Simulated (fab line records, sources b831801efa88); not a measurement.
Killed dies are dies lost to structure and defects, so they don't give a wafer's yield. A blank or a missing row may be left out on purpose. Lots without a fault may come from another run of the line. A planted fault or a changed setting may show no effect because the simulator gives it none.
fab line records | flow gf180mcu
record lots=15 wafers=45 last_day=34
route steps=602 shown CONTACT@299 V1@357 M2@368 V2@397
lots that met no fault: from a run of the same line without faults
start_h: hours from the record's first day to the start of the lot's first wafer shown | wait_h: hours since the lot's step before | " the same as in the row above | L1.1+2: a row that stands for several wafers | - no value, or no start given | * or withheld: withheld | < > ~ a bound
route shown NAME@n: a module of which the file shows steps, and the number in the route of the first | usual: mean/standard deviation of fault-free wafers | same: alike in all rows | chamber/n: place in a boat | sites: the reading at each site | _std_site: their standard deviation | _edge_site: outer sites' mean less inner sites' | radius_mm: how far each site lies from the wafer's centre | mask NAME#n: copy n | behind: the tool/chamber that last shaped the wafer | hold: why the lot was held/for how many hours/how that ended | device: the transistor (n, p or np) that didn't switch | end of line: the same wafers' tests at the end of the route | a step without rows: its recipe alone | killed: dies lost to structure and defects at the first sort, not the wafer's yield | map: a wafer's dies, x killed, . not, _ none there
set.NAME: the setting as run; set.NAME@STEP: as run at that earlier step | model.NAME: the simulator's own value behind a step, which no gauge read
steps of the route over a sample of lots; a table a step, a row a wafer
services: from which hour (start_h, from the record's first day; less than 0 if before it) a tool's chamber was out of use, for how many hours, and why
## steps
# step GF_CONTACT_PEB_12
# recipe peb_temp_c=135 peb_time_s=90 resist=KrF
# usual chill_plate_temp_C=22.99/0.11 exhaust_pa=44.8/0.98
# columns lot.wafer tool chamber start_h wait_h chill_plate_temp_C exhaust_pa
L276.1 litho_track-02 0 362.16 - 23.03 43.9
L276.2 " 0 " " 23.00 46.4
L276.5 " 0 " " 22.93 45.4
L277.1 litho_track-04 0 367.51 - 22.99 45.2
L277.4 " 0 " " 22.98 43.5
L277.6 " 0 " " 23.11 44.0
L278.3 litho_track-01 0 371.66 - 23.01 46.1
L278.4 " 0 " " 23.04 44.5
L278.5 " 0 " " 22.98 45.2
L279.3 litho_track-01 0 387.06 - 23.05 45.6
L279.5 " 0 " " 23.13 45.9
L279.6 " 0 " " 23.01 44.7
L280.1 litho_track-02 0 399.41 - 22.88 45.2
L280.5 " 0 " " 22.90 46.3
L280.6 " 0 " " 22.84 44.8
L281.2 litho_track-01 0 406.62 - 23.20 44.2
L281.4 " 0 " " 23.03 45.1
L281.5 " 0 " " 23.07 45.4
L282.2 litho_track-04 - 411.54 - - -
L282.4 " - " " - -
L282.5 " - " " - -
L283.3 litho_track-04 - 427.32 - - -
L283.4 " - " " - -
L283.5 " - " " - -
L284.3 litho_track-04 - 433.77 - - -
L284.4 " - " " - -
L284.6 " - " " - -
L292.1 litho_track-01 0 502.09 - 22.72 44.2
L292.3 " 0 " " 22.91 45.6
L292.6 " 0 " " 22.96 44.1
L294.1 litho_track-02 0 533.81 - 23.06 43.3
L294.3 " 0 " " 23.12 43.3
L294.6 " 0 " " 22.96 41.6
L295.1 litho_track-02 0 542.91 - 23.09 42.0
L295.2 " 0 " " 23.00 43.5
L295.3 " 0 " " 23.13 42.7
L297.4 litho_track-04 0 549.96 - 22.74 45.4
L297.5 " 0 " " 22.91 45.4
L297.6 " 0 " " 22.95 45.4
L298.1 litho_track-02 0 553.81 - 22.97 45.0
L298.5 " 0 " " 23.01 44.6
L298.6 " 0 " " 22.91 44.1
L299.1 litho_track-02 0 560.36 - 23.06 44.7
L299.3 " 0 " " 22.86 45.6
L299.4 " 0 " " 22.99 44.8
# step GF_V1_SPUTTER_22
# recipe material=TiN target_thk_nm=10 chamber_pressure_pa=5 power_w=4000 time_s=40
# usual throttle_valve_pct=30.1/0.91
# columns lot.wafer tool chamber start_h wait_h throttle_valve_pct
L276.1 pvd_sputter-03 - 412.25 0.0 29.7
L276.2 " - " " 29.9
L276.5 " - " " 29.9
L277.1 pvd_sputter-04 - 416.51 0.0 29.4
L277.4 " - " " 30.5
L277.6 " - " " 30.8
L278.3 pvd_sputter-04 - 422.60 0.0 30.7
L278.4 " - " " 29.3
L278.5 " - " " 30.4
L279.3 pvd_sputter-02 - 439.02 0.0 30.3
L279.5 " - " " 31.2
L279.6 " - " " 30.3
L280.1 pvd_sputter-04 - 451.80 0.0 29.5
L280.5 " - " " 29.5
L280.6 " - " " 30.7
L281.2 pvd_sputter-02 - 458.98 0.0 29.6
L281.4 " - " " 30.2
L281.5 " - " " 29.4
L292.1 pvd_sputter-02 - 550.84 0.0 30.0
L292.3 " - " " 31.6
L292.6 " - " " 29.5
L294.1 pvd_sputter-04 - 581.12 0.0 30.0
L294.3 " - " " 31.0
L294.6 " - " " 29.5
L295.1 pvd_sputter-02 - 590.58 0.0 29.6
L295.2 " - " " 29.7
L295.3 " - " " 31.4
L297.4 pvd_sputter-04 - 596.55 0.0 29.5
L297.5 " - " " 29.4
L297.6 " - " " 30.7
L298.1 pvd_sputter-03 - 601.16 0.0 30.0
L298.5 " - " " 31.3
L298.6 " - " " 28.2
L299.1 pvd_sputter-04 - 606.40 0.0 30.1
L299.3 " - " " 30.8
L299.4 " - " " 29.5
# step GF_M2_THK_MEAS_06
# recipe thk_meas_gauge=xrf reads=AlCu_of_M2_SPUTTER_02
# usual M2_ALCU_THK=451/6
# columns lot.wafer tool chamber start_h wait_h M2_ALCU_THK[nm]
L276.1 film_metro-03 - 413.22 0.1 448
L276.2 " - " " 453
L276.5 " - " " 455
L277.1 film_metro-02 - 417.48 0.1 446
L277.4 " - " " 451
L277.6 " - " " 443
L278.3 film_metro-03 - 423.59 0.1 448
L278.4 " - " " 446
L278.5 " - " " 447
L279.3 film_metro-03 - 440.01 0.1 453
L279.5 " - " " 447
L279.6 " - " " 453
L280.1 film_metro-01 - 452.77 0.1 456
L280.5 " - " " 454
L280.6 " - " " 453
L281.2 film_metro-02 - 459.96 0.1 449
L281.4 " - " " 448
L281.5 " - " " 451
L292.1 film_metro-01 - 551.82 0.1 450
L292.3 " - " " 455
L292.6 " - " " 443
L294.1 film_metro-03 - 582.09 0.1 440
L294.3 " - " " 431
L294.6 " - " " 434
L295.1 film_metro-02 - 591.56 0.1 465
L295.2 " - " " 458
L295.3 " - " " 461
L297.4 film_metro-03 - 597.56 0.1 452
L297.5 " - " " 448
L297.6 " - " " 440
L298.1 film_metro-01 - 602.14 0.1 455
L298.5 " - " " 450
L298.6 " - " " 459
L299.1 film_metro-03 - 607.37 0.1 445
L299.3 " - " " 445
L299.4 " - " " 451
# step GF_V2_OVL_MEAS_15
# usual V2_OVL=4/3.9
# columns lot.wafer tool chamber start_h wait_h V2_OVL[nm]
L276.1 overlay-02 - 462.93 0.1 9
L276.2 " - " " 4
L276.5 " - " " 7
L277.1 overlay-02 - 466.83 0.1 3
L277.4 " - " " 1
L277.6 " - " " -3
L278.3 overlay-02 - 473.37 0.1 1
L278.4 " - " " 1
L278.5 " - " " 7
L279.3 overlay-01 - 490.09 0.1 4
L279.5 " - " " 1
L279.6 " - " " 0
L280.1 overlay-02 - 501.53 0.1 2
L280.5 " - " " -1
L280.6 " - " " -1
L281.2 overlay-01 - 510.43 0.1 11
L281.4 " - " " 11
L281.5 " - " " 6
L292.1 overlay-02 - 594.73 0.1 12
L292.3 " - " " 8
L292.6 " - " " 1
L294.1 overlay-01 - 625.36 0.1 6
L294.3 " - " " 2
L294.6 " - " " 0
L295.1 overlay-02 - 634.87 0.1 7
L295.2 " - " " 10
L295.3 " - " " 6
L297.4 overlay-02 - 639.69 0.1 6
L297.5 " - " " 3
L297.6 " - " " 3
L298.1 overlay-02 - 644.03 0.1 7
L298.5 " - " " 6
L298.6 " - " " 7
L299.1 overlay-01 - 648.92 0.1 0
L299.3 " - " " -1
L299.4 " - " " 5
## services
# columns tool chamber start_h hours kind
pvd_sputter-03 - 393.39 8.6 repair
pvd_sputter-03 - 402.74 4.4 repair
pvd_sputter-02 - 420.35 2.8 repair
pvd_sputter-02 - 477.57 0.7 repair
pvd_sputter-04 - 544.21 2.5 repair
pvd_sputter-03 - 546.44 6.0 repair
litho_track-04 - 546.79 - consumable_replace:filter
pvd_sputter-02 - 570.16 2.9 repair
pvd_sputter-02 - 584.92 3.3 repair
## key
first_sign step=GF_CONTACT_PEB_12 reading=tool_record direction=missing
effect none on later readings
met_at GF_CONTACT_PEB_12
struck_lots L282,L283,L284
later_rows_left_out L282.2,L282.4,L282.5,L283.3,L283.4,L283.5,L284.3,L284.4,L284.6
sort_left_out L282.2,L282.4,L282.5,L283.3,L283.4,L283.5,L284.3,L284.4,L284.6
tester_left_out L282,L283,L284
not_acting_at GF_V1_SPUTTER_22,GF_M2_THK_MEAS_06,GF_V2_OVL_MEAS_15
onset_between 367.51 411.54
fault kind=skipped_step_whole tool=litho_track-04 chamber=- onset_h=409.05 steps=GF_CONTACT_PEB_12 scope=struck_lots_only
# tester_left_out: of these lots the tester's yield and bins aren't shown, on N5 and GAA mostly nor the transistor test; their killed dies are dies lost to structure and defects alone, not to doping, threshold or leakage, so they don't give the yield
# sort_left_out: the simulated sort isn't trusted on such a fault, so these wafers' sort isn't shown, and their yield isn't known
# later_rows_left_out: the simulator's readings of these wafers behind a module that went badly wrong aren't trusted and aren't shown, but for the sort
